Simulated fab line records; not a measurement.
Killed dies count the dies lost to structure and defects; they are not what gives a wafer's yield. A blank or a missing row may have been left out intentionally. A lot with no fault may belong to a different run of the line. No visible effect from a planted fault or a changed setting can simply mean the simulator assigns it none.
fab line records	flow gf180mcu
record: lots: 11	wafers: 32	last_day: 34
route steps=602 shown NWELL@52 LVPWELL@62 VT_IMPLANT@135 HV_LDD@225
lots untouched by any fault: they come from a run of this same line in which no faults occurred
start_h: start of the lot's first displayed wafer, in hours after the record's first day	wait_h: time in hours since the lot's previous step	" same as the row above	L1.1+2: one row covering several wafers at once	- no value, or no start was given	* or withheld: withheld	< > ~ a bound
route shown NAME@n: a module of which the file shows steps, and the number in the route of the first	usual: mean/standard deviation of fault-free wafers	same: alike in all rows	chamber/n: place in a boat	sites: each site's reading	_std_site: the standard deviation of these	_edge_site: the outer-site mean with the inner-site mean subtracted	radius_mm: how far each site lies from the wafer's centre	mask NAME#n: copy n	behind: the tool/chamber that last shaped the wafer	hold: reason for holding the lot/hours on hold/outcome of the hold	device: which transistor (n, p or np) failed to switch	end of line: tests run on the same wafers once the route is complete	a step without rows: its recipe alone	killed: not the wafer's yield, but the dies lost to structure and defects at the first sort	map: per-die view of a wafer (x killed, . not killed, _ where there is no die)
set.NAME: the run value of the setting; set.NAME@STEP: its run value at that earlier step	model.NAME: the simulator's own value behind a step, which no gauge read
route steps across a sampled set of lots; one table per step, one row per wafer
services: the hour from which a tool's chamber was out of use, counted from the record's first day as start_h (under 0 if before that day), plus the number of hours and why
== steps ==
step: GF_NWELL_STRIP_10
recipe: chemistry: O2/N2	power_w: 1400	pressure_mtorr: 1500	platen_temp_c: 250	o2_flow_sccm: 3000	n2_flow_sccm: 300	overash_fraction: 0.5
usual: drypump_motor_current_A: 5.89/0.29	heater_power_w: 305/22	n2_flow_sccm: 300.1/0.88	oes_product_au: 0.722/0.0047	strip_time_to_endpoint_s: 36.99/0.094
lot.wafer	tool	chamber	start_h	wait_h	drypump_motor_current_A	heater_power_w	n2_flow_sccm	oes_product_au	rf_hours_counter_h	strip_time_to_endpoint_s
L530.1	plasma_asher-03	0	55.81	0.1	5.82	282	299.8	0.723	43	37.05
L530.2	"	1	"	"	5.86	293	300.2	0.726	43	36.90
L530.6	"	1	"	"	5.85	301	300.1	0.730	-	37.00
L531.3	plasma_asher-04	1	61.54	0.1	5.45	286	300.2	0.723	-	36.93
L531.4	"	0	"	"	6.09	333	301.0	0.722	-	36.83
L531.5	"	1	"	"	5.49	284	299.7	0.723	-	36.86
L532.2	plasma_asher-02	0	66.46	0.1	6.44	320	299.3	0.732	23	37.19
L532.3	"	1	"	"	5.68	311	298.0	0.725	-	36.95
L532.6	"	1	"	"	5.67	313	299.0	0.724	-	36.93
L538.2	plasma_asher-02	0	99.25	0.1	6.44	326	299.9	0.720	27	37.02
L538.3	"	0	"	"	6.42	331	299.9	0.726	-	37.02
L538.5	"	0	"	"	6.48	328	300.4	0.711	-	37.16
L540.1	plasma_asher-04	1	110.01	0.1	5.49	288	298.8	0.719	46	36.96
L540.2	"	0	"	"	6.11	344	301.0	0.717	46	37.10
L540.3	"	0	"	"	6.10	352	300.0	0.715	-	37.00
L541.1	plasma_asher-03	0	118.35	0.1	5.76	285	300.1	0.711	0	36.98
L541.2	"	1	"	"	5.85	287	301.2	0.728	0	36.93
L541.4	"	0	"	"	5.75	281	300.0	0.722	-	36.87
L542.1	plasma_asher-03	1	122.75	0.1	5.84	296	299.2	0.718	0	36.84
L542.2	"	0	"	"	5.80	274	300.2	0.715	0	36.95
L542.4	"	0	"	"	5.79	281	301.4	0.730	-	36.90
L543.3	plasma_asher-04	0	128.69	0.1	6.09	345	301.9	0.716	-	36.88
L543.5	"	1	"	"	5.52	290	299.3	0.719	-	36.94
L543.6	"	0	"	"	6.10	340	300.6	0.720	-	36.93
L550.2	plasma_asher-04	1	167.14	0.1	5.51	283	298.9	0.715	53	37.25
L550.6	"	0	"	"	6.05	342	301.5	0.722	-	37.10
L551.1	plasma_asher-03	0	170.96	0.1	5.78	273	299.8	0.716	6	37.07
L551.3	"	1	"	"	5.86	295	300.1	0.723	-	37.07
L551.5	"	0	"	"	5.76	279	298.8	0.721	-	37.07
L553.2	plasma_asher-04	0	187.89	0.1	6.04	331	300.3	0.720	55	36.93
L553.5	"	0	"	"	6.11	340	300.8	0.729	-	37.01
L553.6	"	1	"	"	5.49	291	301.5	0.728	-	37.02
step: GF_LVPWELL_IMPLANT_08
recipe: species: B	energy_kev: 170	dose_cm2: 1.5e+13	tilt_deg: 0
usual: beam_energy_keV: 170.00/0.054	end_station_pressure_torr: 5.07e-06/2.5e-07
lot.wafer	tool	chamber	start_h	wait_h	beam_energy_keV	end_station_pressure_torr
L530.1	implanter-02	0	68.99	0.0	170.10	4.6e-06
L530.2	"	0	"	"	170.09	5.11e-06
L530.6	"	0	"	"	169.96	5.13e-06
L531.3	implanter-01	0	74.71	0.1	169.99	5.04e-06
L531.4	"	0	"	"	169.94	4.9e-06
L531.5	"	0	"	"	169.97	5.15e-06
L532.2	implanter-02	0	79.82	0.0	170.05	5.18e-06
L532.3	"	0	"	"	169.99	4.68e-06
L532.6	"	0	"	"	170.03	4.71e-06
L538.2	implanter-03	0	112.88	0.0	170.01	4.93e-06
L538.3	"	0	"	"	169.97	5.21e-06
L538.5	"	0	"	"	170.07	5.13e-06
L540.1	implanter-02	0	124.31	0.0	170.03	4.82e-06
L540.2	"	0	"	"	170.01	5.25e-06
L540.3	"	0	"	"	169.99	5.34e-06
L541.1	implanter-03	0	132.79	0.0	169.94	5.07e-06
L541.2	"	0	"	"	170.02	5.3e-06
L541.4	"	0	"	"	170.05	4.76e-06
L542.1	implanter-01	0	137.35	0.0	169.97	5.17e-06
L542.2	"	0	"	"	169.97	4.71e-06
L542.4	"	0	"	"	169.99	4.67e-06
L543.3	implanter-02	0	144.09	0.1	170.01	4.8e-06
L543.5	"	0	"	"	170.03	5.3e-06
L543.6	"	0	"	"	170.07	5.37e-06
L550.2	implanter-02	0	184.12	0.0	169.93	5.24e-06
L550.6	"	0	"	"	169.99	5.14e-06
L551.1	implanter-02	0	186.95	0.0	170.00	4.87e-06
L551.3	"	0	"	"	169.96	4.89e-06
L551.5	"	0	"	"	169.96	5.05e-06
L553.2	implanter-01	0	204.58	0.0	169.95	4.85e-06
L553.5	"	0	"	"	170.06	5.14e-06
L553.6	"	0	"	"	170.04	5.14e-06
step: GF_LVPWELL_TW_MEAS_11
usual: LVPWELL_TW: 561.9/2.7
lot.wafer	tool	chamber	start_h	wait_h	LVPWELL_TW
L530.1	film_metro-01	-	69.39	0.1	565.0
L530.2	"	-	"	"	568.0
L530.6	"	-	"	"	563.4
L531.3	film_metro-04	-	75.08	0.1	570.0
L531.4	"	-	"	"	568.7
L531.5	"	-	"	"	566.7
L532.2	film_metro-01	-	80.20	0.1	563.1
L532.3	"	-	"	"	562.8
L532.6	"	-	"	"	557.7
L538.2	film_metro-02	-	113.27	0.1	560.8
L538.3	"	-	"	"	565.0
L538.5	"	-	"	"	564.5
L540.1	film_metro-04	-	124.71	0.1	559.2
L540.2	"	-	"	"	559.9
L540.3	"	-	"	"	558.8
L541.1	film_metro-01	-	133.19	0.1	562.4
L541.2	"	-	"	"	568.0
L541.4	"	-	"	"	569.2
L542.1	film_metro-02	-	137.75	0.1	563.2
L542.2	"	-	"	"	561.9
L542.4	"	-	"	"	560.1
L543.3	film_metro-04	-	144.46	0.1	564.6
L543.5	"	-	"	"	562.3
L543.6	"	-	"	"	563.3
L550.2	film_metro-01	-	184.50	0.1	543.8
L550.6	"	-	"	"	557.3
L551.1	film_metro-02	-	187.35	0.1	560.0
L551.3	"	-	"	"	550.0
L551.5	"	-	"	"	561.1
L553.2	film_metro-01	-	204.97	0.1	561.0
L553.5	"	-	"	"	558.9
L553.6	"	-	"	"	559.1
step: GF_VT_IMPLANT_RTA_45
recipe: temp_c: 1050	time_s: 30	ambient: N2
usual: lamp_power_pct: 34.9/0.65	wafer_temp_C_max: 1053.9/1.1
lot.wafer	tool	chamber	start_h	wait_h	lamp_power_pct	wafer_temp_C_max
L530.1	rtp_anneal-02	0	156.97	0.0	34.4	1054.9
L530.2	"	0	"	"	34.4	1054.0
L530.6	"	0	"	"	34.3	1054.7
L531.3	rtp_anneal-02	0	163.50	0.0	34.3	1054.9
L531.4	"	0	"	"	34.4	1054.5
L531.5	"	0	"	"	34.4	1054.9
L532.2	rtp_anneal-01	0	170.23	0.0	35.7	1052.8
L532.3	"	0	"	"	35.7	1052.2
L532.6	"	0	"	"	35.8	1052.6
L538.2	rtp_anneal-01	0	209.67	0.0	35.7	1052.7
L538.3	"	0	"	"	35.8	1052.3
L538.5	"	0	"	"	35.8	1053.2
L540.1	rtp_anneal-02	0	221.75	0.0	34.4	1054.5
L540.2	"	0	"	"	34.4	1053.7
L540.3	"	0	"	"	34.4	1055.1
L541.1	rtp_anneal-02	0	231.80	0.0	34.4	1056.1
L541.2	"	0	"	"	34.5	1054.7
L541.4	"	0	"	"	34.5	1054.0
L542.1	rtp_anneal-02	0	238.96	0.0	34.3	1054.2
L542.2	"	0	"	"	34.4	1053.3
L542.4	"	0	"	"	34.4	1053.7
L543.3	rtp_anneal-02	0	247.30	0.0	34.4	1055.8
L543.5	"	0	"	"	34.4	1053.8
L543.6	"	0	"	"	34.4	1053.6
L550.2	rtp_anneal-02	0	295.32	0.0	34.4	1054.6
L550.6	"	0	"	"	34.4	1053.7
L551.1	rtp_anneal-02	0	297.47	0.0	34.4	1055.6
L551.3	"	0	"	"	34.4	1053.7
L551.5	"	0	"	"	34.4	1055.2
L553.2	rtp_anneal-01	0	320.63	0.0	35.7	1052.6
L553.5	"	0	"	"	35.7	1053.1
L553.6	"	0	"	"	35.7	1052.5
step: GF_VT_IMPLANT_RS_MEAS_48
recipe: thk_meas_gauge: four-point-probe
usual: LVPWELL_RS: 1198.2/2.5
lot.wafer	tool	chamber	start_h	wait_h	LVPWELL_RS[ohm/sq]
L530.1	film_metro-01	-	157.31	0.1	1200.9
L530.2	"	-	"	"	1198.4
L530.6	"	-	"	"	1198.6
L531.3	film_metro-02	-	163.85	0.1	1198.8
L531.4	"	-	"	"	1198.1
L531.5	"	-	"	"	1198.1
L532.2	film_metro-01	-	170.57	0.1	1198.2
L532.3	"	-	"	"	1197.9
L532.6	"	-	"	"	1199.7
L538.2	film_metro-02	-	210.01	0.1	1199.5
L538.3	"	-	"	"	1199.5
L538.5	"	-	"	"	1198.9
L540.1	film_metro-01	-	222.09	0.1	1195.1
L540.2	"	-	"	"	1195.8
L540.3	"	-	"	"	1194.3
L541.1	film_metro-02	-	232.14	0.1	1197.7
L541.2	"	-	"	"	1195.2
L541.4	"	-	"	"	1196.5
L542.1	film_metro-02	-	239.30	0.1	1200.1
L542.2	"	-	"	"	1200.5
L542.4	"	-	"	"	1200.2
L543.3	film_metro-02	-	247.65	0.1	1201.0
L543.5	"	-	"	"	1194.7
L543.6	"	-	"	"	1201.0
L550.2	film_metro-01	-	295.67	0.1	1264.8
L550.6	"	-	"	"	1198.8
L551.1	film_metro-02	-	297.81	0.1	1197.0
L551.3	"	-	"	"	1266.8
L551.5	"	-	"	"	1196.1
L553.2	film_metro-02	-	320.97	0.1	1198.0
L553.5	"	-	"	"	1199.1
L553.6	"	-	"	"	1201.2
step: GF_HV_LDD_STRIP_49
recipe: chemistry: O2/N2	power_w: 1400	pressure_mtorr: 1500	platen_temp_c: 250	o2_flow_sccm: 3000	n2_flow_sccm: 300	overash_fraction: 0.5
usual: drypump_motor_current_A: 5.94/0.26	heater_power_w: 311/13	n2_flow_sccm: 300.1/0.92	oes_product_au: 0.716/0.0045	strip_time_to_endpoint_s: 12.640/0.03
lot.wafer	tool	chamber	start_h	wait_h	drypump_motor_current_A	heater_power_w	n2_flow_sccm	oes_product_au	rf_hours_counter_h	strip_time_to_endpoint_s
L530.1	plasma_asher-02	1	275.86	0.1	5.71	322	300.4	0.719	47	12.608
L530.2	"	0	"	"	6.43	321	300.9	0.715	47	12.624
L530.6	"	0	"	"	6.44	317	300.0	0.721	-	12.625
L531.3	plasma_asher-01	0	286.64	0.1	5.72	319	300.5	0.712	-	12.649
L531.4	"	1	"	"	6.15	316	301.2	0.711	-	12.638
L531.5	"	0	"	"	5.72	314	300.5	0.720	-	12.641
L532.2	plasma_asher-01	0	292.27	0.1	5.70	317	299.9	0.721	59	12.669
L532.3	"	1	"	"	6.11	310	300.3	0.711	-	12.699
L532.6	"	1	"	"	6.13	316	299.1	0.715	-	12.687
L538.2	plasma_asher-01	0	334.41	0.1	5.70	312	298.4	0.719	63	12.627
L538.3	"	1	"	"	6.13	312	299.9	0.721	-	12.669
L538.5	"	0	"	"	5.71	308	299.2	0.714	-	12.634
L540.1	plasma_asher-01	0	356.16	0.1	5.69	315	301.0	0.721	66	12.636
L540.2	"	1	"	"	6.12	316	299.2	0.715	66	12.667
L540.3	"	1	"	"	6.12	318	299.8	0.712	-	12.642
L541.1	plasma_asher-03	1	362.97	0.1	5.86	292	300.2	0.721	26	12.644
L541.2	"	0	"	"	5.80	285	300.1	0.719	26	12.628
L541.4	"	0	"	"	5.77	284	299.7	0.719	-	12.652
L542.1	plasma_asher-02	0	369.82	0.1	6.48	330	299.5	0.713	58	12.629
L542.2	"	1	"	"	5.72	306	299.7	0.720	58	12.661
L542.4	"	0	"	"	6.51	336	299.4	0.715	-	12.619
L543.3	plasma_asher-01	0	381.49	0.1	5.70	311	300.9	0.712	-	12.640
L543.5	"	0	"	"	5.72	317	301.7	0.720	-	12.711
L543.6	"	1	"	"	6.11	308	299.7	0.713	-	12.644
L550.2	plasma_asher-02	0	436.86	0.1	6.43	333	299.9	0.713	65	12.604
L550.6	"	1	"	"	5.71	317	300.4	0.711	-	12.625
L551.1	plasma_asher-01	1	438.61	0.1	6.12	309	301.1	0.711	74	12.675
L551.3	"	1	"	"	6.12	316	300.2	0.721	-	12.699
L551.5	"	0	"	"	5.70	309	301.2	0.710	-	12.639
L553.2	plasma_asher-01	0	466.71	0.1	5.69	314	301.4	0.723	77	12.631
L553.5	"	1	"	"	6.15	307	300.8	0.712	-	12.624
L553.6	"	0	"	"	5.70	317	300.1	0.717	-	12.615
== services ==
tool	chamber	start_h	hours	kind
plasma_asher-04	-	54.30	3.4	repair
rtp_anneal-01	-	80.43	4.1	pm
plasma_asher-04	-	91.55	2.8	pm
plasma_asher-03	-	96.24	3.5	repair
plasma_asher-01	-	108.28	1.5	repair
plasma_asher-03	-	108.75	9.0	pm
plasma_asher-01	-	129.19	14.6	pm
plasma_asher-02	-	143.15	1.8	repair
implanter-02	-	147.76	2.5	pm
plasma_asher-01	-	152.00	2.6	repair
plasma_asher-01	-	157.12	1.5	repair
implanter-02	-	163.46	3.8	pm
plasma_asher-03	-	200.36	1.5	repair
plasma_asher-04	-	235.90	2.0	repair
plasma_asher-01	-	263.69	12.6	repair
plasma_asher-03	-	303.75	0.5	repair
plasma_asher-04	-	332.35	0.9	repair
plasma_asher-03	-	343.68	4.5	repair
plasma_asher-01	-	348.17	2.1	repair
implanter-02	-	357.33	1.2	repair
plasma_asher-03	-	379.46	2.8	pm
plasma_asher-04	-	421.25	9.0	pm
plasma_asher-03	-	440.58	0.4	repair
plasma_asher-02	-	461.29	2.0	repair
== key ==
first_sign: step: GF_LVPWELL_TW_MEAS_11	reading: LVPWELL_TW	direction: down	sigmas: 5.5	usual: 561.9	struck: 546.9
effect: step: GF_VT_IMPLANT_RS_MEAS_48	reading: LVPWELL_RS	direction: up	sigmas: 27	usual: 1198.2	struck: 1265.8
met_at GF_LVPWELL_IMPLANT_08
struck_lots L550,L551
struck_wafers L550.2,L551.3
tester_left_out L550,L551
not_acting_at GF_NWELL_STRIP_10,GF_VT_IMPLANT_RTA_45,GF_HV_LDD_STRIP_49
onset_between 144.09 184.12
fault: kind: process_parameter_drift	tool: implanter-02	chamber: -	onset_h: 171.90	steps: GF_LVPWELL_IMPLANT_08	channel: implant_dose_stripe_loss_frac	offset: 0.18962	shape: step	end_h: 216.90	scope: struck_wafers_only
tester_left_out: of these lots the tester's yield and bins aren't shown, on N5 and GAA mostly nor the transistor test; their killed dies are dies lost to structure and defects alone, not to doping, threshold or leakage, so they don't give the yield
